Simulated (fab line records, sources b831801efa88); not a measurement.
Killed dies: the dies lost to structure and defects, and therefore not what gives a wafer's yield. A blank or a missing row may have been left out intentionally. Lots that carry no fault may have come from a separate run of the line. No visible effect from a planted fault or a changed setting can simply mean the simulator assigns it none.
Chamber matching	flow sfq_line	SFQ_TRILAYER_I7_CMP_CMP_184 on cmp-01: 4 sister chambers
The step polishes SiO2. 8 wafers are shown with their chamber, then 7 later ones without.

== EACH WAFER AND ITS CHAMBER ==
wafer	chamber	motor_current_A (A)	time_to_endpoint_s (s)
L503.2	3	9.5	210
L503.5	2	8.8	210
L514.2	0	11.6	212
L514.6	1	9.7	211
L515.2	2	8.8	205
L515.4	0	11.8	210
L518.4	3	10.4	224
L518.2	1	9.7	209

== WAFERS MISSING THEIR CHAMBER ==
wafer	motor_current_A (A)	time_to_endpoint_s (s)
L518.6	9.3	204
L521.1	12.6	222
L521.5	12.4	232
L521.6	9.5	226
L524.1	12.6	218
L524.4	8.3	218
L524.5	11.1	223

== EACH ONE'S CHAMBER ==
wafer	from the rows above	in truth
L518.6	can't be placed: 1 or 2 or 3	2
L521.1	0	0
L521.5	0	0
L521.6	can't be placed: 3 or 1 or 2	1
L524.1	0	0
L524.4	2	2
L524.5	can't be placed: 0 or 3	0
Placed correctly: 4 of 7. Not placeable from these rows: 3 (in 3, the candidates include the true chamber). Wrongly placed: 0.
How it was worked out, from the rows above alone: a wafer's distance from a chamber is the root of the sum, over the readings, of the square of ((its reading less the chamber's mean) divided by the reading's scatter). The wafer belongs to the nearest chamber; if the next one is less than 2 further off, it can't be placed. A chamber's mean is the mean of its shown wafers. The scatter is the square root of a quotient: the sum, over the shown wafers, of each reading's squared deviation from its chamber's mean, divided by wafers minus chambers.
